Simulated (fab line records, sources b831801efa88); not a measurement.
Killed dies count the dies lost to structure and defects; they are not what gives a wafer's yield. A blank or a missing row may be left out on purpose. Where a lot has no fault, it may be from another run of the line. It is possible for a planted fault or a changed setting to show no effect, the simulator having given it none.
Which tool was responsible? | flow sky130 | 11 lots, 33 wafers sampled, at 6 steps of a route of 708

## WHAT THE GAUGES READ, wafer by wafer
SKY_FIELD_ISO_BOW_MEAS_00. Usual: INCOMING_BOW gives 0 um (standard deviation 6.3).
lot  | measured    | on           | INCOMING_BOW (um) | flag
L505 | day 1 10:02 | filmMetro-04 | 0 1 -2            | 
L506 | day 1 15:02 | filmMetro-02 | 14 2 -10          | 
L507 | day 1 20:00 | filmMetro-03 | -1 -2 -3          | 
L508 | day 2 01:01 | filmMetro-03 | 3 -7 -2           | 
L509 | day 2 06:01 | filmMetro-02 | -5 0 7            | 
L510 | day 2 11:04 | filmMetro-04 | 6 1 -15           | 
L511 | day 2 16:01 | filmMetro-04 | -4 -7 -1          | 
L512 | day 2 21:01 | filmMetro-04 | 7 -1 4            | 
L521 | day 4 18:00 | filmMetro-03 | 10 1 -6           | 
L523 | day 5 04:00 | filmMetro-04 | -14 -2 -1         | 
L526 | day 5 19:01 | filmMetro-04 | 4 -2 8            | 

SKY_FIELD_ISO_THK_MEAS_04. Usual: FIELD_ISO_CVD_03_THK gives 166.0 nm (standard deviation 1.7).
lot  | measured    | on           | FIELD_ISO_CVD_03_THK (nm) | flag
L505 | day 1 14:17 | filmMetro-02 | 166.3 167.1 167.0         | 
L506 | day 1 20:26 | filmMetro-03 | 165.5 164.9 165.0         | 
L507 | day 2 01:49 | filmMetro-03 | 165.3 165.2 165.6         | 
L508 | day 2 05:11 | filmMetro-03 | 164.1 164.4 164.5         | 
L509 | day 2 11:21 | filmMetro-03 | 165.4 164.3 164.2         | 
L510 | day 2 14:46 | filmMetro-04 | 167.9 168.2 167.0         | 
L511 | day 2 21:31 | filmMetro-03 | 165.7 164.3 166.8         | 
L512 | day 3 02:37 | filmMetro-03 | 166.2 164.0 166.3         | 
L521 | day 4 21:29 | filmMetro-03 | 156.2 154.9 155.4         | OFF
L523 | day 5 07:50 | filmMetro-04 | 156.5 157.6 157.6         | OFF
L526 | day 5 23:38 | filmMetro-02 | 166.6 166.9 168.7         | 

SKY_FIELD_ISO_THK_MEAS_25. Usual: FIELD_ISO_CVD_24_THK gives 597 nm (standard deviation 6.1).
lot  | measured    | on           | FIELD_ISO_CVD_24_THK (nm) | flag
L505 | day 2 06:17 | filmMetro-02 | 594 592 593               | 
L506 | day 2 13:30 | filmMetro-04 | 604 597 608               | 
L507 | day 2 19:55 | filmMetro-02 | 604 606 602               | 
L508 | day 3 00:13 | filmMetro-04 | 607 604 604               | 
L509 | day 3 07:18 | filmMetro-03 | 602 604 606               | 
L510 | day 3 10:16 | filmMetro-03 | 598 597 598               | 
L511 | day 3 17:00 | filmMetro-02 | 600 595 596               | 
L512 | day 3 21:06 | filmMetro-02 | 599 605 598               | 
L521 | day 5 17:59 | filmMetro-04 | 594 593 600               | 
L523 | day 6 04:28 | filmMetro-03 | 590 598 596               | 
L526 | day 6 20:56 | filmMetro-03 | 598 595 594               | 

SKY_NWELL_THK_MEAS_02. Usual: NWELL_OXIDATION_THK gives 10.07 nm (standard deviation 0.19).
lot  | measured    | on           | NWELL_OXIDATION_THK (nm) | flag
L505 | day 2 11:24 | filmMetro-02 | 10.03 10.00 10.11        | 
L506 | day 2 18:03 | filmMetro-02 | 10.47 10.62 10.43        | 
L507 | day 3 02:58 | filmMetro-02 | 9.93 9.99 9.94           | 
L508 | day 3 08:56 | filmMetro-02 | 10.14 10.36 10.24        | 
L509 | day 3 15:47 | filmMetro-01 | 10.40 10.32 10.19        | 
L510 | day 3 15:49 | filmMetro-02 | 10.30 10.19 10.11        | 
L511 | day 3 21:28 | filmMetro-01 | 10.08 10.38 10.32        | 
L512 | day 4 01:34 | filmMetro-02 | 10.21 9.98 10.16         | 
L521 | day 5 22:11 | filmMetro-02 | 10.04 9.95 9.99          | 
L523 | day 6 08:46 | filmMetro-04 | 9.89 9.79 9.96           | 
L526 | day 7 00:52 | filmMetro-01 | 9.69 9.70 9.79           | 

## EACH LOT AND THE TOOL THAT RAN IT (in order: tool; ch and the chambers of the sampled wafers; start)
lot  | SKY_FIELD_ISO_CVD_03       | SKY_FIELD_ISO_ETCH_15
L505 | lpcvd-02 ch 0, day 1 12:28 | rieDiel-04 ch 1,2,3, day 2 04:26
L506 | lpcvd-02 ch 0, day 1 18:37 | rieDiel-03 ch 0,1, day 2 10:50
L507 | lpcvd-02 ch 1, day 2 00:01 | rieDiel-01 ch 0,1,2, day 2 16:17
L508 | lpcvd-02 ch 0, day 2 03:23 | rieDiel-01 ch 0,2, day 2 20:38
L509 | lpcvd-02 ch 1, day 2 09:33 | rieDiel-04 ch 1,2,3, day 3 02:40
L510 | lpcvd-02 ch 0, day 2 12:58 | rieDiel-03 ch 1,2,3, day 3 06:31
L511 | lpcvd-02 ch 0, day 2 19:43 | rieDiel-01 ch 0,1, day 3 13:17
L512 | lpcvd-02 ch 0, day 3 00:49 | rieDiel-01 ch 0,3, day 3 18:22
L521 | lpcvd-02 ch 1, day 4 19:41 | rieDiel-04 ch 0,1,2, day 5 16:11
L523 | lpcvd-02 ch 1, day 5 06:02 | rieDiel-01 ch 0,1, day 6 02:28
L526 | lpcvd-02 ch 0, day 5 21:50 | rieDiel-04 ch 0,1, day 6 19:04
- SKY_FIELD_ISO_CVD_03: deposits Si3N4 from DCS/NH3, target thk 165 nm, time 2830 s.
- SKY_FIELD_ISO_ETCH_15: etches the open film in CHF3/O2, stops on Si, target depth 180 nm, time 72 s.

## AS READ BY THE TOOLS THEMSELVES (means over the sampled wafers that have a number; for cases with no such wafer, the mark the record gives instead)
SKY_FIELD_ISO_CVD_03. Usual: pressureMtorr 250.0 mTorr, standard deviation 0.51; spikeTcLowerC 770.7 C, standard deviation 0.96; zonePowerTopPct 29.12 %, standard deviation 0.29.
lot  | tool     | pressureMtorr (mTorr) | spikeTcLowerC (C) | zonePowerTopPct (%) | flag
L505 | lpcvd-02 | 249.9                 | 770.4             | 29.16               | 
L506 | lpcvd-02 | 250.6                 | 770.5             | 29.22               | 
L507 | lpcvd-02 | 250.2                 | 769.9             | 29.04               | 
L508 | lpcvd-02 | 250.2                 | 769.6             | 29.14               | 
L509 | lpcvd-02 | 250.1                 | 769.9             | 29.12               | 
L510 | lpcvd-02 | 250.6                 | 770.3             | 29.05               | 
L511 | lpcvd-02 | 250.1                 | 770.2             | 29.31               | 
L512 | lpcvd-02 | 250.5                 | 770.3             | 28.96               | 
L521 | lpcvd-02 | 200.1                 | 770.8             | 29.23               | OFF
L523 | lpcvd-02 | 200.4                 | 770.6             | 29.04               | OFF
L526 | lpcvd-02 | 249.9                 | 771.5             | 29.14               | 

SKY_FIELD_ISO_ETCH_15. Usual: drypumpMotorCurrentA 5.7 A, standard deviation 0.47; oesProductAu 0.949 a.u., standard deviation 0.0074; rfFwdPowerW 596.4 W, standard deviation 2.4; throttleValvePct 8.844 %, standard deviation 0.0086.
lot  | tool       | drypumpMotorCurrentA (A) | oesProductAu (a.u.) | rfFwdPowerW (W) | throttleValvePct (%) | flag
L505 | rieDiel-04 | 5.6                      | 0.950               | 599.3           | 8.845                | 
L506 | rieDiel-03 | 6.0                      | 0.949               | 596.1           | 8.849                | 
L507 | rieDiel-01 | 6.0                      | 0.944               | 596.3           | 8.850                | 
L508 | rieDiel-01 | 6.0                      | 0.945               | 595.2           | 8.845                | 
L509 | rieDiel-04 | 5.6                      | 0.943               | 596.6           | 8.845                | 
L510 | rieDiel-03 | 5.9                      | 0.958               | 598.6           | 8.842                | 
L511 | rieDiel-01 | 6.1                      | 0.948               | 598.2           | 8.840                | 
L512 | rieDiel-01 | 5.6                      | 0.953               | 596.4           | 8.849                | 
L521 | rieDiel-04 | 5.3                      | 0.910               | 595.3           | 8.833                | OFF
L523 | rieDiel-01 | 6.1                      | 0.923               | 599.1           | 8.833                | OFF
L526 | rieDiel-04 | 5.6                      | 0.951               | 594.2           | 8.851                | 

## THE ANSWER, worked out from the rows above alone
Rule: take the mean of a lot's wafers that have a number; if it is more than 3 standard deviations from the usual mean, the lot is off. Also off: a lot with no number at a reading for which 4 or more lots have one. Any other lot the step has rows for is counted as sound. Order of review: gauges by route order, followed by the tools' own readings, for which a lot's mean as printed above is used. The first step at which some lot is off is used, and at that step the reading that is off furthest; a lot without a number counts as furthest.
Off: L521, L523, seen at SKY_FIELD_ISO_THK_MEAS_04 (FIELD_ISO_CVD_03_THK).
A tool fits if, at a process step before that reading, it ran every lot that is off, and no sound lot after the first of them. Not tried: the gauges at SKY_FIELD_ISO_THK_MEAS_04; whatever is off there is also off at SKY_FIELD_ISO_CVD_03, on other tools, and gauge error can't account for it. No candidate that was tried fits.

## WHAT WAS PUT IN BY THE SIMULATOR
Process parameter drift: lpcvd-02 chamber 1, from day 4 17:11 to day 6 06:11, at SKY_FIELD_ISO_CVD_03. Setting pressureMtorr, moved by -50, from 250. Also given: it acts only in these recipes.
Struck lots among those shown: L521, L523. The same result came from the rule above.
